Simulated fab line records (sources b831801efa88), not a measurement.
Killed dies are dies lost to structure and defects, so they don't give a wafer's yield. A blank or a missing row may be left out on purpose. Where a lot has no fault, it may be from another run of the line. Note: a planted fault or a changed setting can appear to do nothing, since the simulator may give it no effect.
Matching of chambers / flow gf180mcu / 4 sister chambers for GF_V3_CMP_04 on cmp-02
The step polishes SiO2. 8 wafers are shown with their chamber, then 8 later ones without.

== WAFERS, EACH WITH ITS CHAMBER ==
wafer=L993.5; chamber=2; motor-current-A (A)=10.5; time-to-endpoint-s (s)=86
wafer=L104.3; chamber=1; motor-current-A (A)=11.5; time-to-endpoint-s (s)=78
wafer=L104.4; chamber=3; motor-current-A (A)=9.4; time-to-endpoint-s (s)=85
wafer=L104.5; chamber=1; motor-current-A (A)=11.0; time-to-endpoint-s (s)=82
wafer=L105.2; chamber=0; motor-current-A (A)=15.3; time-to-endpoint-s (s)=88
wafer=L105.3; chamber=3; motor-current-A (A)=10.2; time-to-endpoint-s (s)=78
wafer=L105.5; chamber=2; motor-current-A (A)=10.1; time-to-endpoint-s (s)=79
wafer=L109.1; chamber=0; motor-current-A (A)=14.7; time-to-endpoint-s (s)=90

== WAFERS WHOSE CHAMBER IS MISSING ==
wafer=L109.4; motor-current-A (A)=10.0; time-to-endpoint-s (s)=85
wafer=L109.6; motor-current-A (A)=10.5; time-to-endpoint-s (s)=88
wafer=L111.1; motor-current-A (A)=10.3; time-to-endpoint-s (s)=77
wafer=L111.2; motor-current-A (A)=10.3; time-to-endpoint-s (s)=82
wafer=L111.4; motor-current-A (A)=15.0; time-to-endpoint-s (s)=85
wafer=L112.2; motor-current-A (A)=10.0; time-to-endpoint-s (s)=79
wafer=L112.5; motor-current-A (A)=11.3; time-to-endpoint-s (s)=76
wafer=L112.6; motor-current-A (A)=10.7; time-to-endpoint-s (s)=80

== CHAMBER TAKEN BY EACH ==
wafer=L109.4; from the rows above=can't be placed: 2 or 3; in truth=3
wafer=L109.6; from the rows above=can't be placed: 2 or 3 or 1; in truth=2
wafer=L111.1; from the rows above=can't be placed: 2 or 3 or 1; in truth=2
wafer=L111.2; from the rows above=can't be placed: 2 or 3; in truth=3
wafer=L111.4; from the rows above=0; in truth=0
wafer=L112.2; from the rows above=can't be placed: 3 or 2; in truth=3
wafer=L112.5; from the rows above=can't be placed: 1 or 2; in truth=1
wafer=L112.6; from the rows above=can't be placed: 2 or 1 or 3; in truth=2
1 of 8 placed correctly. Cannot be placed on the basis of these rows: 7; the candidates contain the true chamber in 7. Placed wrongly: 0.
How it was worked out, from the rows above alone: a wafer's distance from a chamber is the root of the sum, over the readings, of the square of ((its reading less the chamber's mean) divided by the reading's scatter). The wafer belongs to the nearest chamber; if the next one is less than 2 further off, it can't be placed. The mean given for a chamber averages the wafers shown for that chamber. How the scatter is found: for the shown wafers, subtract from each reading the mean of its chamber, square and add these, divide the total by (wafers less chambers), then take the root.
